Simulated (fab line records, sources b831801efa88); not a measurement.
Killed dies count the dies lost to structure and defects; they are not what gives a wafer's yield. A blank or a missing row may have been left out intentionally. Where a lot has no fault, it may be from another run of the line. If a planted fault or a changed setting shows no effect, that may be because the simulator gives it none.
fab line records	flow sky130
[record] lots = 12	wafers = 36	last-day = 50
route steps=708 shown FIELD_ISO@5 LDD_N@249 PAD_OPEN@708
lots with no fault: from the same line, run without faults
start-h: hours from the record's opening day to when the first of the lot's shown wafers began	wait-h: hours since the lot's step before	" unchanged from the row above	L1.1+2: a single row standing in for several wafers	- no value, or no start was given	* or withheld: withheld	< > ~ a bound
route shown NAME@n: NAME is a module with steps in the file, n the number in the route of the first one	usual: mean and standard deviation over wafers with no fault	same: alike in all rows	chamber/n: place in a boat	sites: per-site readings	_std_site: standard deviation of those values	_edge_site: outer sites' mean less inner sites'	radius-mm: how far each site lies from the wafer's centre	mask NAME#n: copy n	behind: the tool/chamber that last shaped the wafer	hold: cause of the lot's hold/its duration in hours/its outcome	device: whichever transistor did not switch (one of n, p or np)	end of line: the same wafers' tests at the end of the route	for a step that has no rows: nothing shown but its recipe	killed: count of dies lost to structure and defects at first sort (not the wafer's yield)	map: a wafer's dies, x killed, . not, _ none there
set.NAME: the setting as run; set.NAME@STEP: as run at that earlier step	model.NAME: the simulator's own value behind a step, which no gauge read
steps of the route over a sample of lots; a table a step, a row a wafer
services: when a tool's chamber went out of use (start-h, in hours from the record's first day, below 0 if earlier), for how many hours, and the reason
[[steps]]
[step SKY_FIELD_ISO_THK_MEAS_04]
[recipe] reads = Si3N4_of_FIELD_ISO_CVD_03
[usual] FIELD_ISO_CVD_03_THK = 164.7/1.3
lot.wafer	tool	chamber	start-h	wait-h	FIELD_ISO_CVD_03_THK[nm]
L758.3	film-metro-01	-	14.72	0.0	166.3
L758.4	"	-	"	"	164.9
L758.5	"	-	"	"	165.7
L760.1	film-metro-02	-	25.56	0.0	164.5
L760.4	"	-	"	"	164.8
L760.5	"	-	"	"	166.3
L762.3	film-metro-02	-	33.52	0.0	163.1
L762.4	"	-	"	"	164.6
L762.6	"	-	"	"	163.0
L765.3	film-metro-04	-	50.42	0.0	165.6
L765.4	"	-	"	"	165.4
L765.5	"	-	"	"	165.0
L767.1	film-metro-02	-	59.96	0.0	164.1
L767.3	"	-	"	"	164.2
L767.5	"	-	"	"	165.1
L772.2	film-metro-04	-	86.23	0.0	164.6
L772.4	"	-	"	"	164.4
L772.6	"	-	"	"	164.3
L773.2	film-metro-01	-	89.43	0.0	165.6
L773.4	"	-	"	"	167.2
L773.5	"	-	"	"	166.0
L774.3	film-metro-04	-	94.34	0.0	163.7
L774.5	"	-	"	"	163.7
L774.6	"	-	"	"	162.3
L778.1	film-metro-01	-	115.55	0.0	166.9
L778.2	"	-	"	"	166.5
L778.3	"	-	"	"	166.5
L779.4	film-metro-02	-	119.39	0.0	166.5
L779.5	"	-	"	"	165.7
L779.6	"	-	"	"	166.6
L780.3	film-metro-02	-	125.02	0.0	166.9
L780.4	"	-	"	"	165.9
L780.5	"	-	"	"	167.6
L781.1	film-metro-04	-	131.53	0.0	164.7
L781.2	"	-	"	"	165.2
L781.6	"	-	"	"	163.7
[step SKY_FIELD_ISO_ETCH_15]
[recipe] chemistry = CHF3/O2	target-depth-nm = 180	stop-on = Si	source-w = 600	bias-w = 200	pressure-mtorr = 40	chf3-flow-sccm = 50	O2_flow_sccm = 5	time-s = 72
[usual] chamber-pressure-mTorr = 40.00/0.04	drypump-motor-current-A = 5.65/0.27	oes-product-au = 0.944/0.0058	throttle-valve-pct = 8.844/0.01
lot.wafer	tool	chamber	start-h	wait-h	chamber-pressure-mTorr	drypump-motor-current-A	oes-product-au	rf-hours-counter-h	throttle-valve-pct
L758.3	rie-diel-04	0	29.14	0.0	39.98	6.07	0.943	6	8.835
L758.4	"	2	"	"	40.01	5.67	0.942	1	8.843
L758.5	"	3	"	"	39.98	5.33	0.944	-	8.853
L760.1	rie-diel-04	0	40.49	0.0	39.98	6.07	0.944	6	8.860
L760.4	"	1	"	"	40.00	5.83	0.945	40	8.845
L760.5	"	2	"	"	40.04	5.71	0.947	-	8.844
L762.3	rie-diel-04	2	48.80	0.0	40.03	5.70	0.941	2	8.832
L762.4	"	0	"	"	39.96	6.09	0.937	6	8.838
L762.6	"	0	"	"	40.01	6.08	0.940	-	8.849
L765.3	rie-diel-02	3	66.73	0.0	39.94	5.77	0.953	113	8.857
L765.4	"	0	"	"	39.98	5.55	0.942	147	8.858
L765.5	"	0	"	"	40.01	5.59	0.951	-	8.836
L767.1	rie-diel-02	0	76.20	0.0	39.92	5.58	0.942	147	8.858
L767.3	"	1	"	"	40.04	5.43	0.943	53	8.835
L767.5	"	2	"	"	40.03	5.57	0.939	-	8.832
L772.2	rie-diel-02	1	102.93	0.0	40.01	5.41	0.940	53	8.837
L772.4	"	0	"	"	40.02	5.61	0.954	148	8.824
L772.6	"	0	"	"	40.00	5.58	0.955	-	8.837
L773.2	rie-diel-04	3	106.68	0.0	39.96	5.33	0.948	66	8.865
L773.4	"	1	"	"	39.97	5.81	0.954	41	8.847
L773.5	"	2	"	"	40.07	5.72	0.953	-	8.847
L774.3	rie-diel-04	1	111.95	0.0	40.00	5.84	0.947	42	8.825
L774.5	"	0	"	"	39.97	6.08	0.932	-	8.856
L774.6	"	3	"	"	39.97	5.34	0.931	-	8.843
L778.1	rie-diel-04	3	134.21	0.0	40.00	5.34	0.949	66	8.842
L778.2	"	0	"	"	40.01	6.08	0.947	8	8.845
L778.3	"	2	"	"	40.02	5.68	0.959	3	8.852
L779.4	rie-diel-04	3	138.15	0.0	40.02	5.33	0.955	66	8.854
L779.5	"	1	"	"	39.98	5.85	0.945	-	8.853
L779.6	"	2	"	"	40.04	5.75	0.952	-	8.844
L780.3	rie-diel-04	0	144.36	0.0	40.01	6.08	0.948	8	8.833
L780.4	"	1	"	"	40.01	5.80	0.952	42	8.839
L780.5	"	3	"	"	39.99	5.35	0.951	-	8.842
L781.1	rie-diel-04	2	150.01	0.0	39.98	5.68	0.947	4	8.843
L781.2	"	0	"	"	39.96	6.09	0.944	8	8.841
L781.6	"	0	"	"	39.96	6.09	0.942	-	8.844
[step SKY_FIELD_ISO_ETCH_17]
[recipe] target-depth-a = 3420	mask-material = Si3N4	chemistry = HBr/Cl2/O2	target = Si	taper-deg = 5	icp-w = 600	bias-w = 150	pressure-mtorr = 15	HBr_flow_sccm = 150	Cl2_flow_sccm = 40	O2_flow_sccm = 6	time-s = 97.7
[usual] chamber-pressure-mTorr = 15.002/0.012	drypump-motor-current-A = 5.7/0.7	he-backside-leak-sccm = 2.79/0.3	oes-product-au = 1.006/0.0085	throttle-valve-pct = 25.653/0.01
lot.wafer	tool	chamber	start-h	wait-h	chamber-pressure-mTorr	drypump-motor-current-A	he-backside-leak-sccm	oes-product-au	rf-hours-counter-h	throttle-valve-pct
L758.3	rie-si-01	2	29.29	0.0	15.002	6.7	2.74	0.991	160	25.655
L758.4	"	1	"	"	14.998	6.3	2.96	0.995	2	25.658
L758.5	"	0	"	"	14.998	5.1	2.71	0.996	-	25.644
L760.1	rie-si-02	3	40.64	0.1	14.982	5.3	3.28	1.004	149	25.648
L760.4	"	1	"	"	14.986	6.6	2.68	0.997	87	25.663
L760.5	"	3	"	"	14.992	5.3	3.15	1.006	-	25.660
L762.3	rie-si-01	0	48.96	0.0	15.000	5.2	2.56	1.011	99	25.629
L762.4	"	0	"	"	15.018	5.2	2.62	1.016	-	25.652
L762.6	"	1	"	"	15.004	6.3	3.05	1.004	-	25.663
L765.3	rie-si-01	0	66.89	0.0	15.007	5.1	2.78	1.001	99	25.659
L765.4	"	1	"	"	14.990	6.3	2.99	1.007	-	25.646
L765.5	"	3	"	"	14.986	4.9	2.73	1.020	-	25.644
L767.1	rie-si-02	2	76.36	0.1	14.996	6.4	3.03	1.012	143	25.640
L767.3	"	0	"	"	15.008	5.2	2.88	1.022	38	25.652
L767.5	"	3	"	"	15.009	5.3	3.29	1.013	-	25.658
L772.2	rie-si-02	2	103.09	0.1	15.001	6.3	3.14	1.016	143	25.653
L772.4	"	0	"	"	14.991	5.2	2.76	1.022	38	25.647
L772.6	"	2	"	"	15.025	6.4	3.05	1.011	-	25.629
L773.2	rie-si-01	0	106.84	0.1	15.001	5.2	2.61	1.008	100	25.656
L773.4	"	1	"	"	14.990	6.3	2.91	1.011	3	25.665
L773.5	"	0	"	"	15.001	5.2	2.53	1.017	-	25.659
L774.3	rie-si-02	1	112.11	0.0	15.005	6.6	2.75	1.007	88	25.638
L774.5	"	3	"	"	14.994	5.3	2.48	1.010	-	25.641
L774.6	"	0	"	"	15.007	5.2	2.87	1.012	-	25.637
L778.1	rie-si-01	2	134.37	0.1	14.975	6.7	2.44	0.992	0	25.654
L778.2	"	3	"	"	15.010	4.8	2.61	1.010	53	25.659
L778.3	"	0	"	"	15.019	5.2	2.65	1.016	100	25.651
L779.4	rie-si-02	1	138.31	0.0	14.994	6.6	2.68	1.005	88	25.659
L779.5	"	0	"	"	14.988	5.2	2.99	1.024	-	25.643
L779.6	"	1	"	"	15.009	6.6	2.77	1.002	-	25.651
L780.3	rie-si-02	2	144.52	0.0	15.000	6.4	2.92	1.005	0	25.647
L780.4	"	1	"	"	14.991	6.6	2.65	1.004	88	25.659
L780.5	"	2	"	"	15.013	6.4	2.87	1.010	-	25.660
L781.1	rie-si-01	3	150.17	0.1	14.997	4.9	2.55	1.016	53	25.638
L781.2	"	2	"	"	14.983	6.7	2.54	0.996	1	25.662
L781.6	"	0	"	"	14.996	5.1	2.52	0.993	-	25.659
[step SKY_LDD_N_IMPLANT_12]
[recipe] species = BF2	energy-kev = 50	dose-cm2 = 5e+12	tilt-deg = 30	rotation-deg = 0
[usual] dose-ions-cm2 = 5.001e+12/5.6e+09	faraday-current-uA = 28.2/0.6
lot.wafer	tool	chamber	start-h	wait-h	dose-ions-cm2	faraday-current-uA
L758.3	implanter-01	0	394.23	0.1	4.989e+12	29.1
L758.4	"	0	"	"	4.999e+12	28.0
L758.5	"	0	"	"	4.997e+12	28.5
L760.1	implanter-03	0	419.17	0.1	4.999e+12	28.6
L760.4	"	0	"	"	5.004e+12	28.1
L760.5	"	0	"	"	4.994e+12	28.3
L762.3	implanter-03	0	440.93	0.1	5.008e+12	27.9
L762.4	"	0	"	"	4.999e+12	28.0
L762.6	"	0	"	"	5.009e+12	29.8
L765.3	implanter-04	0	471.43	0.1	5.005e+12	28.3
L765.4	"	0	"	"	5.005e+12	27.2
L765.5	"	0	"	"	5.007e+12	27.0
L767.1	implanter-01	0	486.17	0.1	5.006e+12	29.2
L767.3	"	0	"	"	5.006e+12	28.9
L767.5	"	0	"	"	5.003e+12	27.7
L772.2	implanter-01	0	532.25	0.1	2.86e+12	16.2
L772.4	"	0	"	"	2.862e+12	16.3
L772.6	"	0	"	"	2.861e+12	15.9
L773.2	implanter-01	0	535.81	0.1	2.858e+12	16.4
L773.4	"	0	"	"	2.848e+12	16.2
L773.5	"	0	"	"	2.854e+12	16.0
L774.3	implanter-03	0	541.82	0.1	5.002e+12	28.6
L774.5	"	0	"	"	4.997e+12	27.9
L774.6	"	0	"	"	4.998e+12	27.7
L778.1	implanter-04	0	583.21	0.1	5.004e+12	28.6
L778.2	"	0	"	"	4.995e+12	29.1
L778.3	"	0	"	"	5e+12	28.8
L779.4	implanter-03	0	590.95	0.1	5e+12	27.7
L779.5	"	0	"	"	4.996e+12	27.9
L779.6	"	0	"	"	4.996e+12	27.9
L780.3	implanter-03	0	593.22	0.1	4.993e+12	28.4
L780.4	"	0	"	"	5.002e+12	28.2
L780.5	"	0	"	"	5.005e+12	28.7
L781.1	implanter-04	0	604.51	0.1	5.001e+12	28.1
L781.2	"	0	"	"	5.001e+12	28.9
L781.6	"	0	"	"	4.998e+12	28.2
[step SKY_PAD_OPEN_PROBE_99]
[usual] killed_at_M0_to_M3 = 43/6.7	killed_at_M4_up = 3.2/1.8	killed-at-contacts = 24/4.8	killed-at-front-end = 16/4.2	killed-at-other = 0.3/0.56	killed-dies = 86/8.5	killed-open = 47/6.7	killed-short = 39/6
[same] gross-dies = 492	killed-at-back-side = 0
lot.wafer	tool	chamber	start-h	wait-h	killed_at_M0_to_M3	killed_at_M4_up	killed-at-contacts	killed-at-front-end	killed-at-other	killed-dies	killed-open	killed-short
L758.3	prober-01	-	1065.82	0.2	39	7	32	13	0	91	48	43
L758.4	prober-01	-	1065.87	0.2	45	3	18	22	0	88	51	37
L758.5	prober-01	-	1065.92	0.2	33	2	32	10	0	77	39	36
L760.1	prober-01	-	1084.06	0.1	37	4	24	22	0	87	51	34
L760.4	prober-01	-	1084.21	0.2	53	6	18	18	0	95	49	44
L760.5	prober-01	-	1084.26	0.2	44	3	29	16	1	93	51	40
L762.3	prober-01	-	1099.54	0.2	43	2	14	19	1	79	41	38
L762.4	prober-01	-	1099.59	0.2	43	2	24	16	0	85	50	35
L762.6	prober-01	-	1099.69	0.2	50	4	16	18	1	89	46	43
L765.3	prober-02	-	1121.00	0.2	49	3	16	20	0	88	55	33
L765.4	prober-02	-	1121.05	0.2	38	1	20	17	0	76	40	36
L765.5	prober-02	-	1121.10	0.2	36	1	21	11	0	69	33	36
L767.1	prober-02	-	1127.80	0.1	63	6	25	9	0	103	62	39
L767.3	prober-02	-	1127.90	0.2	44	5	15	15	0	79	45	32
L767.5	prober-02	-	1128.00	0.2	53	2	35	5	0	95	51	44
L772.2	prober-01	-	1159.11	0.1	49	3	13	16	1	82	42	40
L772.4	prober-01	-	1159.21	0.2	37	5	21	16	1	80	32	48
L772.6	prober-01	-	1159.31	0.2	31	4	19	19	1	74	37	36
L773.2	prober-02	-	1160.56	0.1	52	2	19	10	0	83	46	37
L773.4	prober-02	-	1160.66	0.2	45	1	26	13	0	85	42	43
L773.5	prober-02	-	1160.71	0.2	45	6	28	14	0	93	52	41
L774.3	prober-01	-	1163.80	0.2	44	2	21	14	0	81	47	34
L774.5	prober-01	-	1163.90	0.2	48	3	29	17	0	97	57	40
L774.6	prober-01	-	1163.95	0.2	38	2	19	14	0	73	35	38
L778.1	prober-01	-	1190.91	0.1	38	3	27	18	0	86	44	41
L778.2	prober-01	-	1190.96	0.1	44	3	24	19	1	91	46	44
L778.3	prober-01	-	1191.01	0.2	44	3	13	18	0	78	42	34
L779.4	prober-02	-	1193.07	0.2	42	4	14	18	1	79	43	36
L779.5	prober-02	-	1193.12	0.2	46	6	29	10	0	91	59	32
L779.6	prober-02	-	1193.17	0.2	47	1	20	12	0	80	37	43
L780.3	prober-01	-	1193.96	0.2	50	3	25	9	0	87	41	46
L780.4	prober-01	-	1194.01	0.2	46	3	19	13	0	81	33	48
L780.5	prober-01	-	1194.06	0.2	35	4	28	10	0	77	49	28
L781.1	prober-02	-	1197.83	0.1	41	1	31	20	0	93	46	47
L781.2	prober-02	-	1197.88	0.1	44	2	23	15	0	84	44	39
L781.6	prober-02	-	1198.08	0.2	46	3	21	10	1	81	47	33
// killed by level:class
L758.3 VIA1:geometric-particle:open=12 CONTACT:geometric-particle:open=10 CONTACT:geometric-particle:short=7 VIA3:geometric-particle:open=7 FIELD_ISO:geometric-particle:short=6 LI_CONTACT:geometric-particle:short=6 LI_CONTACT:geometric-particle:open=6 METAL2:geometric-particle:short=4
L758.4 CONTACT:geometric-particle:open=9 VIA3:geometric-particle:open=9 VIA2:geometric-particle:open=9 VIA1:geometric-particle:open=8 FIELD_ISO:geometric-particle:short=5 SPACER:geometric-particle:short=4 LI_CONTACT:geometric-particle:open=4 VIA1:geometric-particle:short=4
L758.5 LI_CONTACT:geometric-particle:open=13 CONTACT:geometric-particle:open=7 LOCAL_INTERCONNECT:geometric-particle:short=7 VIA3:geometric-particle:open=6 VIA3:geometric-particle:short=6 METAL1:geometric-particle:short=5 VIA1:geometric-particle:open=5 CONTACT:geometric-particle:short=4
L760.1 CONTACT:geometric-particle:open=9 VIA1:geometric-particle:open=8 VIA2:geometric-particle:open=8 FIELD_ISO:geometric-particle:open=6 FIELD_ISO:geometric-particle:short=6 LI_CONTACT:geometric-particle:open=5 CONTACT:geometric-particle:short=5 METAL2:geometric-particle:short=5
L760.4 VIA2:geometric-particle:open=11 POLY_GATE:geometric-particle:open=8 VIA1:geometric-particle:open=8 CONTACT:geometric-particle:open=7 METAL3:geometric-particle:short=6 POLY_GATE:geometric-particle:short=5 CONTACT:geometric-particle:short=5 METAL1:geometric-particle:short=5
L760.5 VIA1:geometric-particle:open=14 CONTACT:geometric-particle:open=10 METAL2:geometric-particle:short=8 LI_CONTACT:geometric-particle:open=7 CONTACT:geometric-particle:short=7 POLY_GATE:geometric-particle:open=6 VIA2:geometric-particle:open=6 VIA3:geometric-particle:open=6
L762.3 VIA1:geometric-particle:open=12 FIELD_ISO:geometric-particle:short=6 VIA1:geometric-particle:short=6 FIELD_ISO:geometric-particle:open=5 CONTACT:geometric-particle:open=5 METAL3:geometric-particle:short=5 VIA3:geometric-particle:short=4 VIA2:geometric-particle:open=4
L762.4 LI_CONTACT:geometric-particle:open=12 VIA1:geometric-particle:open=10 CONTACT:geometric-particle:open=9 METAL2:geometric-particle:short=5 METAL1:geometric-particle:short=5 VIA3:geometric-particle:open=5 VIA1:geometric-particle:short=5 FIELD_ISO:geometric-particle:short=4
L762.6 VIA1:geometric-particle:open=13 METAL1:geometric-particle:short=9 FIELD_ISO:geometric-particle:short=7 CONTACT:geometric-particle:open=6 METAL2:geometric-particle:short=6 VIA2:geometric-particle:open=6 METAL2:geometric-particle:open=4 LI_CONTACT:geometric-particle:open=3
L765.3 VIA1:geometric-particle:open=12 VIA3:geometric-particle:open=10 LI_CONTACT:geometric-particle:open=7 VIA3:geometric-particle:short=7 CONTACT:geometric-particle:open=6 POLY_GATE:geometric-particle:open=5 VIA1:geometric-particle:short=5 FIELD_ISO:geometric-particle:short=4
L765.4 VIA1:geometric-particle:open=9 METAL2:geometric-particle:short=9 POLY_GATE:geometric-particle:open=7 CONTACT:geometric-particle:open=6 FIELD_ISO:geometric-particle:short=5 VIA2:geometric-particle:open=5 LI_CONTACT:geometric-particle:open=5 CONTACT:geometric-particle:short=5
L765.5 VIA1:geometric-particle:short=10 VIA1:geometric-particle:open=7 LI_CONTACT:geometric-particle:open=6 CONTACT:geometric-particle:open=6 FIELD_ISO:geometric-particle:short=5 LOCAL_INTERCONNECT:geometric-particle:short=5 VIA2:geometric-particle:open=5 METAL2:geometric-particle:short=4
L767.1 VIA3:geometric-particle:open=17 CONTACT:geometric-particle:open=11 VIA1:geometric-particle:open=9 LI_CONTACT:geometric-particle:open=8 VIA2:geometric-particle:short=7 VIA3:geometric-particle:short=6 VIA2:geometric-particle:open=6 VIA1:geometric-particle:short=5
L767.3 VIA2:geometric-particle:open=8 VIA1:geometric-particle:open=8 LI_CONTACT:geometric-particle:open=6 FIELD_ISO:geometric-particle:open=5 METAL3:geometric-particle:short=5 CONTACT:geometric-particle:open=5 VIA3:geometric-particle:open=4 METAL1:geometric-particle:short=4
L767.5 CONTACT:geometric-particle:open=14 VIA1:geometric-particle:open=13 LI_CONTACT:geometric-particle:open=9 METAL2:geometric-particle:short=8 CONTACT:geometric-particle:short=7 VIA1:geometric-particle:short=6 VIA3:geometric-particle:open=5 VIA2:geometric-particle:short=5
L772.2 VIA1:geometric-particle:open=14 POLY_GATE:geometric-particle:short=6 VIA2:geometric-particle:open=6 METAL2:geometric-particle:short=6 VIA3:geometric-particle:short=6 FIELD_ISO:geometric-particle:open=4 CONTACT:geometric-particle:open=4 METAL1:geometric-particle:short=4
L772.4 METAL2:geometric-particle:short=8 LOCAL_INTERCONNECT:geometric-particle:short=6 FIELD_ISO:geometric-particle:short=5 LI_CONTACT:geometric-particle:short=5 VIA2:geometric-particle:open=5 CONTACT:geometric-particle:open=5 METAL1:geometric-particle:short=4 VIA1:geometric-particle:open=4
L772.6 CONTACT:geometric-particle:open=8 METAL1:geometric-particle:short=8 POLY_GATE:geometric-particle:open=6 VIA1:geometric-particle:open=6 METAL2:geometric-particle:short=5 LI_CONTACT:geometric-particle:short=4 VIA2:geometric-particle:open=4 POLY_GATE:geometric-particle:short=3
L773.2 VIA1:geometric-particle:open=14 VIA2:geometric-particle:open=7 METAL3:geometric-particle:short=7 LI_CONTACT:geometric-particle:open=6 VIA3:geometric-particle:open=6 METAL2:geometric-particle:short=5 FIELD_ISO:geometric-particle:open=4 CONTACT:geometric-particle:open=4
L773.4 LI_CONTACT:geometric-particle:open=9 CONTACT:geometric-particle:open=7 METAL1:geometric-particle:short=7 POLY_GATE:geometric-particle:open=6 LOCAL_INTERCONNECT:geometric-particle:short=6 VIA1:geometric-particle:short=6 VIA3:geometric-particle:open=5 METAL2:geometric-particle:short=5
L773.5 METAL2:geometric-particle:short=14 LI_CONTACT:geometric-particle:open=11 CONTACT:geometric-particle:open=9 VIA1:geometric-particle:open=8 FIELD_ISO:geometric-particle:short=6 VIA2:geometric-particle:open=6 VIA3:geometric-particle:open=6 VIA1:geometric-particle:short=5
L774.3 VIA1:geometric-particle:open=9 CONTACT:geometric-particle:open=7 VIA1:geometric-particle:short=7 VIA2:geometric-particle:open=7 LI_CONTACT:geometric-particle:open=6 VIA2:geometric-particle:short=5 VIA3:geometric-particle:open=5 FIELD_ISO:geometric-particle:open=4
L774.5 CONTACT:geometric-particle:open=14 VIA1:geometric-particle:open=13 VIA2:geometric-particle:open=8 CONTACT:geometric-particle:short=6 VIA3:geometric-particle:open=6 FIELD_ISO:geometric-particle:short=5 POLY_GATE:geometric-particle:open=4 LOCAL_INTERCONNECT:geometric-particle:short=4
L774.6 VIA1:geometric-particle:open=9 CONTACT:geometric-particle:short=8 VIA2:geometric-particle:open=6 FIELD_ISO:geometric-particle:open=4 LI_CONTACT:geometric-particle:open=4 CONTACT:geometric-particle:open=4 METAL2:geometric-particle:short=4 VIA2:geometric-particle:short=4
L778.1 VIA1:geometric-particle:open=12 LI_CONTACT:geometric-particle:open=7 CONTACT:geometric-particle:open=7 LI_CONTACT:geometric-particle:short=6 VIA3:geometric-particle:open=6 CONTACT:geometric-particle:short=5 VIA2:geometric-particle:short=5 FIELD_ISO:geometric-particle:open=4
L778.2 VIA1:geometric-particle:open=13 CONTACT:geometric-particle:open=10 POLY_GATE:geometric-particle:short=8 METAL1:geometric-particle:short=7 FIELD_ISO:geometric-particle:short=5 LI_CONTACT:geometric-particle:open=5 CONTACT:geometric-particle:short=4 VIA1:geometric-particle:short=4
L778.3 VIA1:geometric-particle:open=13 VIA3:geometric-particle:short=6 FIELD_ISO:geometric-particle:open=5 LI_CONTACT:geometric-particle:open=5 METAL3:geometric-particle:short=5 METAL1:geometric-particle:short=5 CONTACT:geometric-particle:open=4 POLY_GATE:geometric-particle:short=3
L779.4 VIA1:geometric-particle:open=9 VIA3:geometric-particle:open=9 VIA2:geometric-particle:open=7 FIELD_ISO:geometric-particle:open=6 LI_CONTACT:geometric-particle:open=6 FIELD_ISO:geometric-particle:short=5 METAL1:geometric-particle:short=4 VIA1:geometric-particle:short=4
L779.5 VIA1:geometric-particle:open=18 LI_CONTACT:geometric-particle:open=13 CONTACT:geometric-particle:open=9 VIA3:geometric-particle:open=6 METAL4:geometric-particle:short=6 METAL2:geometric-particle:short=6 VIA1:geometric-particle:short=5 VIA2:geometric-particle:open=5
L779.6 VIA1:geometric-particle:open=9 LI_CONTACT:geometric-particle:open=7 VIA1:geometric-particle:short=7 VIA2:geometric-particle:open=7 LI_CONTACT:geometric-particle:short=6 METAL1:geometric-particle:short=6 VIA3:geometric-particle:open=6 POLY_GATE:geometric-particle:short=5
L780.3 VIA1:geometric-particle:open=14 METAL1:geometric-particle:short=8 CONTACT:geometric-particle:short=7 CONTACT:geometric-particle:open=6 VIA1:geometric-particle:short=6 METAL2:geometric-particle:short=5 VIA2:geometric-particle:open=5 LI_CONTACT:geometric-particle:short=4
L780.4 METAL1:geometric-particle:short=11 LI_CONTACT:geometric-particle:open=6 LOCAL_INTERCONNECT:geometric-particle:short=6 VIA1:geometric-particle:open=5 METAL2:geometric-particle:short=5 VIA3:geometric-particle:open=5 FIELD_ISO:geometric-particle:short=4 POLY_GATE:geometric-particle:short=4
L780.5 VIA1:geometric-particle:open=15 CONTACT:geometric-particle:open=11 LI_CONTACT:geometric-particle:open=8 VIA1:geometric-particle:short=5 VIA3:geometric-particle:open=4 CONTACT:geometric-particle:short=3 LI_CONTACT:geometric-particle:short=3 METAL1:geometric-particle:short=3
L781.1 CONTACT:geometric-particle:open=11 POLY_GATE:geometric-particle:short=9 VIA1:geometric-particle:open=7 LI_CONTACT:geometric-particle:short=6 CONTACT:geometric-particle:short=6 VIA3:geometric-particle:open=6 METAL1:geometric-particle:short=5 LI_CONTACT:geometric-particle:open=4
L781.2 METAL1:geometric-particle:short=8 VIA1:geometric-particle:open=7 VIA3:geometric-particle:open=7 FIELD_ISO:geometric-particle:open=6 POLY_GATE:geometric-particle:open=6 CONTACT:geometric-particle:open=6 VIA1:geometric-particle:short=6 LI_CONTACT:geometric-particle:open=4
L781.6 VIA1:geometric-particle:open=11 CONTACT:geometric-particle:open=10 VIA2:geometric-particle:open=9 VIA3:geometric-particle:open=7 METAL1:geometric-particle:short=6 METAL2:geometric-particle:short=5 POLY_GATE:geometric-particle:short=4 LI_CONTACT:geometric-particle:open=3
[[services]]
tool	chamber	start-h	hours	kind
rie-si-01	-	22.30	0.2	repair
rie-diel-04	0	42.33	1.7	repair
rie-si-02	-	53.49	1.1	repair
rie-si-01	-	55.77	0.4	repair
rie-diel-04	1	63.71	3.3	repair
rie-diel-04	-	72.97	4.3	pm
rie-diel-04	2	129.74	3.7	repair
rie-si-02	0	155.17	7.9	repair
rie-diel-04	1	223.20	3.3	repair
rie-si-02	1	229.76	5.1	repair
rie-si-01	3	239.59	3.8	repair
rie-si-02	3	260.09	8.0	repair
rie-diel-04	-	277.64	0.1	repair
rie-diel-04	3	314.13	8.1	repair
rie-si-02	2	324.34	3.9	repair
rie-diel-04	0	349.11	7.5	repair
rie-si-02	-	368.67	15.6	pm
rie-diel-04	-	379.47	0.7	repair
rie-si-02	-	392.42	2.8	pm
rie-si-01	3	395.11	11.6	repair
rie-si-01	1	432.04	4.7	repair
rie-diel-04	1	499.22	6.4	repair
rie-diel-04	3	592.74	7.9	repair
rie-diel-04	0	597.30	23.7	repair
[[key]]
[first-sign] step = SKY_LDD_N_IMPLANT_12	reading = dose-ions-cm2	direction = down	sigmas = 99+	usual = *	struck = *
[effect] step = SKY_LDD_N_IMPLANT_12	reading = faraday-current-uA	direction = down	sigmas = 20	usual = 28.2	struck = 16.2
met-at SKY_LDD_N_IMPLANT_12
struck-lots L772,L773
tester-left-out L772,L773
not-acting-at SKY_FIELD_ISO_THK_MEAS_04,SKY_FIELD_ISO_ETCH_15,SKY_FIELD_ISO_ETCH_17
onset-between 486.17 532.25
[fault] kind = process-parameter-drift	tool = implanter-01	chamber = -	onset-h = 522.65	steps = SKY_LDD_N_IMPLANT_12	channel = dose-cm2	offset = *	shape = step	end-h = 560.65	acts-in = *	stated = *
// tester-left-out: of these lots the tester's yield and bins aren't shown, on N5 and GAA mostly nor the transistor test; their killed dies are dies lost to structure and defects alone, not to doping, threshold or leakage, so they don't give the yield
